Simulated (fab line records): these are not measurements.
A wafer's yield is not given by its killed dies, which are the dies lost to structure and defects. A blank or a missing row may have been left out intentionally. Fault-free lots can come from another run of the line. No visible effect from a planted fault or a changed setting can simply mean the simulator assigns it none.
Chamber matching -- flow gf180mcu -- cmp-01 running GF_V5_CMP_26: 4 sister chambers
The step polishes, stops on SiO2, t overpolish 15 s, target thk 0 nm. 16 wafers are shown with their chamber, then 8 later ones without.

## WAFERS, EACH WITH ITS CHAMBER
wafer,chamber,motor-current-A (A),overpolish-run-s (s),time-to-endpoint-s (s)
L347.2,0,11.3,15.003,83
L347.4,3,10.3,14.995,88
L347.5,3,10.4,14.993,85
L355.1,1,12.5,14.987,83
L355.5,3,11.0,14.998,87
L355.6,2,9.8,14.989,86
L356.1,0,10.8,15.002,88
L356.2,2,9.9,15.013,89
L356.5,2,9.6,15.000,89
L361.1,0,11.3,14.992,87
L361.3,2,9.4,15.006,82
L361.6,2,9.6,14.994,85
L364.1,1,12.9,14.986,85
L364.3,3,10.4,14.996,89
L364.4,0,10.9,14.993,87
L365.4,2,9.9,15.008,82

SIGNATURES, as means of the wafers listed above
reading,chamber 0,chamber 1,chamber 2,chamber 3,scatter within a chamber
motor-current-A,11.075,12.700,9.700,10.525,0.257
overpolish-run-s,14.99750,14.98650,15.00167,14.99550,0.00661
time-to-endpoint-s,86.25,84.00,85.50,87.25,2.5
Rule: a wafer lies at a distance from a chamber equal to the root of the sum of squares, over the readings, of (its reading less the chamber's mean, divided by the reading's scatter). The wafer belongs to the nearest chamber; if the next one is less than 2 further off, it can't be placed. The scatter: take each reading less its chamber's mean, square it, sum over the shown wafers, divide by the number of wafers less the number of chambers, and take the root.

## WAFERS WHOSE CHAMBER IS MISSING
wafer,motor-current-A (A),overpolish-run-s (s),time-to-endpoint-s (s)
L365.5,10.7,15.006,88
L365.6,10.6,14.993,85
L368.1,10.4,14.994,88
L368.3,9.3,15.006,85
L368.5,10.0,15.011,85
L369.2,10.4,15.021,88
L369.3,11.0,14.986,90
L369.6,9.8,15.009,86

## EACH ONE'S CHAMBER
wafer,from the rows above,in truth
L365.5,can't be placed: 3 or 0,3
L365.6,can't be placed: 3 or 0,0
L368.1,3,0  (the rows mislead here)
L368.3,2,2
L368.5,can't be placed: 2 or 3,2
L369.2,can't be placed: 3 or 2 or 0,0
L369.3,can't be placed: 0 or 3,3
L369.6,2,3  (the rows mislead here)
Placed correctly: 1 of 8. Unplaceable from these rows: 5, with the true chamber sitting among the candidates in 5. 2 placed wrongly.
